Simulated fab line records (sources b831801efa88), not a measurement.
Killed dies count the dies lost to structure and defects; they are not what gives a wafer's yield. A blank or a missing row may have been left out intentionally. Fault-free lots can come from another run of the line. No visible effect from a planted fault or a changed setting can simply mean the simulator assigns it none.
A lot that was struck, set against a sound lot + flow sky130 + 26 steps out of a route of 708
Sound: wafers L525.2, L525.3, L525.4. Wafers L524.1, L524.2, L524.3 were the ones struck. The cause is given at the end.
For every step that has rows: the tool of each side, followed by ch and its chambers, followed by its first start. Under that, the readings that differ: sound wafers + struck wafers + difference of the means + sigmas: that difference in standard deviations of wafers without a fault.
alike: readings with means less than 2 such deviations apart, plus words and numbers identical on both sides. not compared: withheld readings, readings lacking a value on some wafer, bounds such as >300 that could conceal the same value, and numbers that have no deviation in the record and whose values overlap.
The two part at a step that has a row with sigmas, a row that says differs or no value, or rows on one side only. Numbers that don't overlap but have no deviation are shown without sigmas and don't part them. Lack of a reading on every wafer of one side parts them only where that side has two or more wafers.

first, 9 steps without rows for these wafers: SKY_LI_CONTACT_ETCH_14 (etches BARC in N2/H2, stops on SiO2, time 45.9 s, target depth 60 nm); SKY_LI_CONTACT_ETCH_15 (etches PSG in C4F8/O2/Ar, stops on Si, target depth 600 nm); SKY_LI_CONTACT_STRIP_16 (strips in O2/N2); SKY_LI_CONTACT_CLEAN_17 (cleans in NMP, time 600 s); SKY_LI_CONTACT_PRE_CLEAN_18 (time 5.6 s); SKY_LI_CONTACT_SPUTTER_19 (material Ti, target thk 20 nm, time 106.37 s); SKY_LI_CONTACT_SPUTTER_20 (material TiN, target thk 20 nm, time 80 s); SKY_LI_CONTACT_CVD_21 (deposits W, target thk 400 nm, time 120.56 s); SKY_LI_CONTACT_CMP_24 (polishes, stops on PSG, t overpolish 20 s, target thk 0 nm).
SKY_LOCAL_INTERCONNECT_SPUTTER_00: material TiN, target thk 100 nm, time 83.3 s.
  struck on pvd sputter-02, day 34 20:14; sound on pvd sputter-01, day 35 01:58
| reading                                                | sound             | struck           | difference | sigmas |
|--------------------------------------------------------|-------------------|------------------|------------|--------|
| model.TiN_of_LOCAL_INTERCONNECT_SPUTTER_00.thk nm (nm) | 100.2 100.3 101.5 | 95.88 95.97 95.2 | -4.98      |        |
  alike: chamber pressure pa, throttle valve pct
SKY_LOCAL_INTERCONNECT_RS_MEAS_01: measures by four-point-probe.
  struck on film metro-03, day 34 20:17; sound on film metro-03, day 35 02:02
| reading                            | sound             | struck            | difference | sigmas |
|------------------------------------|-------------------|-------------------|------------|--------|
| LOCAL_INTERCONNECT_TIN_RS (ohm/sq) | 14.15 14.11 13.94 | 14.78 14.72 14.90 | +0.73      | +5     |
SKY_LOCAL_INTERCONNECT_THK_MEAS_02: measures by xrf.
  struck on film metro-03, day 34 20:25; sound on film metro-03, day 35 02:09
| reading                         | sound            | struck         | difference | sigmas |
|---------------------------------|------------------|----------------|------------|--------|
| LOCAL_INTERCONNECT_TIN_THK (nm) | 100.3 99.8 101.0 | 95.6 95.7 95.1 | -4.9       | -5     |
then, 9 steps without rows for these wafers: SKY_LOCAL_INTERCONNECT_DEHYDRATE_03 (time 60 s); SKY_LOCAL_INTERCONNECT_HMDS_04 (prime time 60 s); SKY_LOCAL_INTERCONNECT_COAT_05 (resist thk 60 nm); SKY_LOCAL_INTERCONNECT_COAT_06 (resist thk 450 nm); SKY_LOCAL_INTERCONNECT_SOFTBAKE_07 (time 90 s); SKY_LOCAL_INTERCONNECT_EXPOSE_08 (exposes mask LI1M, target cd 170 nm); SKY_LOCAL_INTERCONNECT_PEB_09; SKY_LOCAL_INTERCONNECT_DEVELOP_10 (develop time 60 s); SKY_LOCAL_INTERCONNECT_ETCH_13 (etches BARC in N2/H2, stops on SiO2, time 45.9 s, target depth 60 nm).
SKY_LOCAL_INTERCONNECT_METAL_ETCH_14: etches TiN in Cl2/BCl3, stops on PSG, target depth 110 nm, time 31.4 s.
  sound on rie metal-01 ch 0,1, day 36 04:23; struck on rie metal-02 ch 0,1, day 35 22:23
| reading                                        | sound                | struck               | difference | sigmas |
|------------------------------------------------|----------------------|----------------------|------------|--------|
| oes product au (a.u.)                          | 0.936 0.944 0.949    | 0.919 0.918 0.924    | -0.023     | -3     |
| throttle valve pct (%)                         | 21.886 21.901 21.892 | 21.910 21.915 21.927 | +0.024     | +3     |
| model.etch.depth nm (nm)                       | 100.2 100.3 101.5    | 95.88 95.97 95.2     | -4.98      |        |
| model.LOCAL_INTERCONNECT.feature depth nm (nm) | 100.2 100.3 101.5    | 95.88 95.97 95.2     | -4.98      |        |
  alike: drypump motor current A
  not compared: rf hours counter h
then, 1 step without rows for these wafers: SKY_LOCAL_INTERCONNECT_STRIP_15 (strips in O2/N2).
SKY_LOCAL_INTERCONNECT_STRIP_16: strips in post etch residue remover, time 1200 s.
  sound on wet bench-03 ch 2, day 36 04:32; struck on wet bench-04 ch 0, day 35 22:32
| reading                                                | sound           | struck            | difference | sigmas |
|--------------------------------------------------------|-----------------|-------------------|------------|--------|
| model.TiN_of_LOCAL_INTERCONNECT_SPUTTER_00.thk nm (nm) | 99.76 99.89 101 | 95.46 95.55 94.79 | -4.95      |        |
then, 1 step without rows for these wafers: SKY_LOCAL_INTERCONNECT_CLEAN_17 (cleans in IPA, time 180 s).
-- record jumps: 14 days separate the struck wafers' starts on either side; left off in module LOCAL_INTERCONNECT, taken up again in module PAD_OPEN, whose first shown step is the route's number 708 --
SKY_PAD_OPEN_PROBE_99:
  struck on prober-02, day 49 17:59; sound on prober-01, day 49 22:31
| reading                        | sound             | struck            | difference | sigmas |
|--------------------------------|-------------------|-------------------|------------|--------|
| model.etest.res li.line ohm um | 74.08 74.85 74.75 | 78.07 78.03 78.36 | +3.59      |        |
| model.etest.res li.rs ohm sq   | 12.74 12.69 12.64 | 13.36 13.32 13.47 | +0.69      |        |
  alike: killed_at_M0_to_M3, killed_at_M4_up, killed at contacts, killed at front end, killed at other, killed dies, killed open, killed short

== WHERE THEY PART ==
Earliest at SKY_LOCAL_INTERCONNECT_RS_MEAS_01; latest, in this record, at SKY_LOCAL_INTERCONNECT_METAL_ETCH_14. Later steps at which nothing parts them and some readings are alike: SKY_PAD_OPEN_PROBE_99.

WHY: what the simulator had put in
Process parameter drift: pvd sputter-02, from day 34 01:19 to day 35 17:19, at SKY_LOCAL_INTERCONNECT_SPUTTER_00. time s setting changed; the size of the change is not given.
